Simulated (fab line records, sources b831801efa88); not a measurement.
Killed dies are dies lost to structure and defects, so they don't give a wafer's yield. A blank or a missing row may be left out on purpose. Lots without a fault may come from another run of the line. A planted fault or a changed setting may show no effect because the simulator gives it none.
Which tool did it? | flow sky130 | 14 lots, 42 wafers sampled, at 4 steps of a route of 708

WHAT THE GAUGES READ, wafer by wafer
SKY_SONOS_ONO_THK_MEAS_03.
lot  | measured     | on            | SONOS_ONO_CVD_02_THK (nm)
L543 | day 11 15:38 | film_metro-02 | 10.70 10.62 10.64
L544 | day 12 01:21 | film_metro-01 | 10.43 10.34 10.40
L547 | day 12 18:43 | film_metro-02 | 10.27 10.48 10.40
L548 | day 13 05:25 | film_metro-01 | 10.62 10.67 10.59
L549 | day 13 15:26 | film_metro-01 | 10.61 10.49 10.59
L550 | day 13 21:32 | film_metro-02 | 10.87 10.97 10.90
L551 | day 14 01:00 | film_metro-01 | 10.47 10.51 10.38
L553 | day 15 00:47 | film_metro-02 | 10.33 10.34 10.45
L555 | day 15 10:52 | film_metro-02 | 10.24 10.22 10.39
L556 | day 15 20:01 | film_metro-02 | 10.56 10.59 10.57
L559 | day 17 04:53 | film_metro-04 | 10.65 10.63 10.59
L560 | day 17 07:43 | film_metro-01 | 10.56 10.58 10.60
L561 | day 17 21:56 | film_metro-02 | 10.47 10.55 10.41
L562 | day 18 04:25 | film_metro-02 | 10.60 10.64 10.80

SKY_GATE_OXIDE_TW_MEAS_14.
lot  | measured     | on            | GATE_OXIDE_TW
L543 | day 13 21:38 | film_metro-03 | 223.6 221.8 223.5
L544 | day 14 07:29 | film_metro-03 | 221.9 220.5 222.1
L547 | day 15 03:56 | film_metro-01 | 222.4 221.8 222.9
L548 | day 15 14:59 | film_metro-03 | 225.8 224.4 226.3
L549 | day 16 01:16 | film_metro-04 | 219.7 220.9 220.0
L550 | day 16 09:09 | film_metro-03 | 225.5 225.5 225.9
L551 | day 16 13:25 | film_metro-04 | 220.4 219.9 220.5
L553 | day 17 13:27 | film_metro-03 | 224.6 225.7 225.3
L555 | day 18 00:43 | film_metro-01 | 222.8 222.5 223.6
L556 | day 18 09:15 | film_metro-01 | 223.3 223.8 223.1
L559 | day 19 23:37 | film_metro-04 | 220.5 221.9 221.4
L560 | day 19 23:39 | film_metro-03 | 226.6 225.7 224.6
L561 | day 20 13:43 | film_metro-01 | 223.9 223.5 222.1
L562 | day 20 21:13 | film_metro-03 | 226.2 225.5 225.8

SKY_POLY_GATE_OVL_MEAS_14.
lot  | measured     | on         | POLY_GATE_OVL (nm)
L543 | day 16 12:44 | overlay-01 | 0 2 -2
L544 | day 16 20:30 | overlay-01 | -3 -5 3
L547 | day 17 19:20 | overlay-02 | -9 -9 2
L548 | day 18 09:20 | overlay-02 | 9 8 6
L549 | day 18 16:55 | overlay-02 | 0 -4 -13
L550 | day 19 02:50 | overlay-01 | -4 -3 4
L551 | day 19 06:17 | overlay-02 | -3 -2 2
L553 | day 20 10:44 | overlay-01 | -5 8 0
L555 | day 20 20:45 | overlay-02 | -15 -12 -12
L556 | day 21 07:06 | overlay-01 | -1 -11 -7
L559 | day 22 17:41 | overlay-02 | -7 -5 -9
L560 | day 22 18:49 | overlay-02 | -10 -3 -4
L561 | day 23 08:04 | overlay-02 | -3 2 2
L562 | day 23 17:25 | overlay-01 | -3 6 4

WHICH TOOL RAN EACH LOT (tool, then ch and the chambers of the sampled wafers, then the start)
lot  | SKY_RES_PROTECT_SOFTBAKE_03
L543 | litho_track-03 ch 0, day 14 14:55
L544 | litho_track-03 ch 0, day 14 23:37
L547 | litho_track-03 ch 0, day 15 21:37
L548 | litho_track-02 ch 0, day 16 08:26
L549 | litho_track-04 ch 0, day 16 18:38
L550 | litho_track-04 ch 0, day 17 02:47
L551 | litho_track-02 ch 0, day 17 08:17
L553 | litho_track-02 ch 0, day 18 07:04
L555 | litho_track-02 ch 0, day 18 20:32
L556 | litho_track-02 ch 0, day 19 06:47
L559 | litho_track-02 ch 0, day 20 17:25
L560 | litho_track-03 ch 0, day 20 17:41
L561 | litho_track-04 ch 0, day 21 08:38
L562 | litho_track-02 ch 0, day 21 18:07
- SKY_RES_PROTECT_SOFTBAKE_03: time 60 s.

WHAT THE TOOLS THEMSELVES READ (means of the sampled wafers that have a number; where no wafer has one, the mark that the record gives instead)
SKY_RES_PROTECT_SOFTBAKE_03.
lot  | tool           | heater_power_total_W (W) | plate_temp_C (C)
L543 | litho_track-03 | 56.61                    | 89.95
L544 | litho_track-03 | 56.54                    | 89.89
L547 | litho_track-03 | 56.63                    | 89.88
L548 | litho_track-02 | 56.61                    | 89.87
L549 | litho_track-04 | 56.57                    | 89.97
L550 | litho_track-04 | 56.62                    | 90.21
L551 | litho_track-02 | 56.59                    | 89.71
L553 | litho_track-02 | 56.58                    | 90.02
L555 | litho_track-02 | 56.61                    | 89.94
L556 | litho_track-02 | 56.57                    | 90.12
L559 | litho_track-02 | 55.90                    | 89.28
L560 | litho_track-03 | 56.58                    | 89.90
L561 | litho_track-04 | 56.59                    | 90.07
L562 | litho_track-02 | 55.88                    | 89.24

THE ANSWER, worked out from the rows above alone
Rule: what is usual is taken from the lots themselves. Put in order of their means at a reading, lots are off if they are a third of the lots or fewer, leave a main group of 4 or more, and stand apart from it by a gap of 3 or more times the standard deviation of the main group's means; of several such gaps the widest counts. A main group whose means are all the same, to the digits that the tables above print for the reading, isn't used. A lot without any number at a reading at which 4 lots or more have one is off too. The other lots that the step has rows for count as sound. The gauges are gone through in route order, then the tools' own readings, and for those a lot's mean is taken as printed above. The first step at which some lot is off is used, and at that step the reading that is off furthest; a lot without a number counts as furthest.
Off: L559, L562, at SKY_RES_PROTECT_SOFTBAKE_03 (heater_power_total_W). The main group: mean 56.59 W, standard deviation 0.024.
A tool fits if, at that step or a process step before it, it ran every lot that is off, and no sound lot after the first of them. One fits: litho_track-02 at SKY_RES_PROTECT_SOFTBAKE_03. Its last sound lot is L556 (day 19 06:47), its first lot that is off L559 (day 20 17:25): a fault that began between those two fits.
The tool's own readings at SKY_RES_PROTECT_SOFTBAKE_03 bear it out: on the lots that are off they differ by more than 5 times the standard deviation of the sound lots' means. heater_power_total_W reads 55.89 W there against 56.59 W on the sound lots; plate_temp_C reads 89.26 C there against 89.96 C on the sound lots.

WHAT THE SIMULATOR HAD PUT IN
Process parameter drift: litho_track-02, from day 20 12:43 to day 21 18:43, at SKY_RES_PROTECT_SOFTBAKE_03. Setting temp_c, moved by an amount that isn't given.
Lots struck among those shown: L559, L562. The rule above found the same.
